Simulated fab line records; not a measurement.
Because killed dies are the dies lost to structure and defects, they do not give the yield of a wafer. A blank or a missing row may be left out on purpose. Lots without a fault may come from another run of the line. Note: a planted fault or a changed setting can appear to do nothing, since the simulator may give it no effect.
Which tool was responsible?	flow sky130	6 lots, 18 wafers sampled, at 1 step of a route of 708

## WHAT THE GAUGES READ, wafer by wafer
SKY_LI_CONTACT_CD_MEAS_12 targets a cd of 170 nm.
lot	measured	on	cd_nm (nm)
L974	day 29 05:20	cd_sem-02	170.3 170.8 169.8
L980	day 31 21:20	cd_sem-02	170.5 170.5 171.7
L982	day 32 10:47	cd_sem-01	168.9 168.3 169.6
L989	day 34 05:10	cd_sem-02	172.3 170.5 171.4
L993	day 35 09:22	cd_sem-02	170.0 171.5 170.9
L996	day 36 05:08	cd_sem-02	170.7 169.3 170.0

## EACH LOT AND THE TOOL THAT RAN IT (in order: tool; ch and the chambers of the sampled wafers; start)
No process step before these readings appears in the record.

## THE ANSWER, worked out from the rows above alone
Rule: the lots themselves supply what counts as usual. Put in order of their means at a reading, lots are off if they are a third of the lots or fewer, leave a main group of 4 or more, and stand apart from it by a gap of 3 or more times the standard deviation of the main group's means; of several such gaps the widest counts. Not used: any main group whose means are identical at the precision the tables above print for the reading. A lot without any number at a reading at which 4 lots or more have one is off too. Any other lot the step has rows for is counted as sound.
No lot is off at any reading shown: from this, nothing can be told.

## WHAT THE SIMULATOR PUT IN
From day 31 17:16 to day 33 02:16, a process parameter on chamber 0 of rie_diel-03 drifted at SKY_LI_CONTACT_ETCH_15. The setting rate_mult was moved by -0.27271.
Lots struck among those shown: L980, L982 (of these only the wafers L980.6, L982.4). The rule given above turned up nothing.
